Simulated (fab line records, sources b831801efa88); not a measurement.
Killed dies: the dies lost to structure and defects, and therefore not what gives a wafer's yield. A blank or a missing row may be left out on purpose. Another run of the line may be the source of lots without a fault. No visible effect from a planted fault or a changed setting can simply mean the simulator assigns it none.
A struck lot beside a sound one + flow sky130 + 15 out of 708 route steps
Sound: these wafers, L298.2, L298.3, L298.6. Struck: wafers L314.5, L314.6 (left out: L314.3, a lot-mate that was not struck); the cause follows at the end.
At each step with rows: each side's tool, then ch and its chambers, then its first start. Under that, the readings that differ: sound wafers + struck wafers + difference of the means + sigmas: that difference in standard deviations of wafers without a fault.
alike: a reading whose means differ by less than 2 such deviations, as well as words and numbers matching on both sides. not compared: withheld readings; readings where some wafer has no value; bounds like >300 that might hide an equal value; numbers whose values overlap and for which the record gives no deviation.
Wherever a step has rows on one side only, a row that says differs or no value, or a row with sigmas, the two part there. Numbers that have no deviation but don't overlap get no sigmas and don't part them. A reading missing from all wafers of one side parts the sides only when that side holds two or more wafers.

SKY_FIELD_ISO_ETCH_15: etches the open film in CHF3/O2, stops on Si, target depth 180 nm, time 72 s.
  sound on rieDiel-01 ch 0,2,3, day 2 16:29; struck on rieDiel-01 ch 0,1, day 6 02:31
  alike: O2_flow_sccm, drypumpMotorCurrentA, oesProductAu, throttleValvePct
  not compared: rfHoursCounterH
SKY_FIELD_ISO_STRIP_16: strips in O2/N2.
  sound on plasmaAsher-04 ch 1, day 2 16:32; struck on plasmaAsher-01 ch 0,1, day 6 02:36
  alike: drypumpMotorCurrentA, oesProductAu, stripTimeToEndpointS
  not compared: rfHoursCounterH
SKY_FIELD_ISO_ETCH_17: etches Si in HBr/Cl2/O2, target depth 342 nm, time 97.7 s.
  sound on rieSi-02 ch 1,2,3, day 2 16:38; struck on rieSi-02 ch 0,3, day 6 02:40
| reading             | sound             | struck      | difference | sigmas |
|---------------------|-------------------|-------------|------------|--------|
| O2_flow_sccm (sccm) | 6.008 6.032 6.019 | 5.997 5.966 | -0.038     | -2     |
  alike: HBr_flow_sccm, drypumpMotorCurrentA, oesProductAu, throttleValvePct
  not compared: rfHoursCounterH
then, 5 steps without rows for these wafers: SKY_FIELD_ISO_WET_ETCH_18 (etches Si3N4 in H3PO4, target depth 25 nm, time 286 s); SKY_FIELD_ISO_CLEAN_19 (cleans in SC1/SC2, time 150 s); SKY_FIELD_ISO_CLEAN_20 (cleans in dHF, time 20 s); SKY_FIELD_ISO_WET_ETCH_21 (etches SiO2 in dHF, target depth 20 nm, time 400 s); SKY_FIELD_ISO_OXIDATION_22 (stabilise 600 s, purge 300 s, target thk 10 nm).
SKY_FIELD_ISO_THK_MEAS_23:
  struck on filmMetro-04, day 6 06:47; sound on filmMetro-03, day 2 20:08
  alike: FIELD_ISO_OXIDATION_01_THK
then, 1 step without rows for these wafers: SKY_FIELD_ISO_CVD_24 (deposits SiO2, target thk 595 nm, time 99.2 s).
SKY_FIELD_ISO_THK_MEAS_25:
  struck on filmMetro-03, day 6 06:55; sound on filmMetro-03, day 2 20:16
  alike: FIELD_ISO_CVD_24_THK
then, 1 step without rows for these wafers: SKY_FIELD_ISO_ANNEAL_26 (time 1800 s).
SKY_FIELD_ISO_CMP_27: polishes, stops on Si3N4, t overpolish 16 s, target thk 457.8 nm.
  sound on cmp-02 ch 0,1,2, day 2 21:59; struck on cmp-02 ch 0,1, day 6 11:48
| reading             | sound       | struck  | difference | sigmas |
|---------------------|-------------|---------|------------|--------|
| timeToEndpointS (s) | 118 118 111 | 233 226 | +114       | +26    |
  alike: motorCurrentA, overpolishRunS
then, 1 step without rows for these wafers: SKY_FIELD_ISO_WET_ETCH_28 (etches SiO2 in dHF, target depth 23.7 nm, time 47 s).
-- here the record skips 44 days between the struck wafers' starts before and after, leaving off in module FIELD_ISO and picking up in module PAD_OPEN (first step shown: number 708 of the route) --
SKY_PAD_OPEN_PROBE_99:
  struck on prober-02, day 50 06:12; sound on prober-01, day 46 08:10
  alike: killed_at_M0_to_M3, killed_at_M4_up, killedAtContacts, killedAtFrontEnd, killedAtOther, killedDies, killedOpen, killedShort

## WHERE THEY PART
Earliest at SKY_FIELD_ISO_ETCH_17; latest, in this record, at SKY_FIELD_ISO_CMP_27. Later steps at which nothing parts them and some readings are alike: SKY_PAD_OPEN_PROBE_99.

WHY: what the simulator had put in
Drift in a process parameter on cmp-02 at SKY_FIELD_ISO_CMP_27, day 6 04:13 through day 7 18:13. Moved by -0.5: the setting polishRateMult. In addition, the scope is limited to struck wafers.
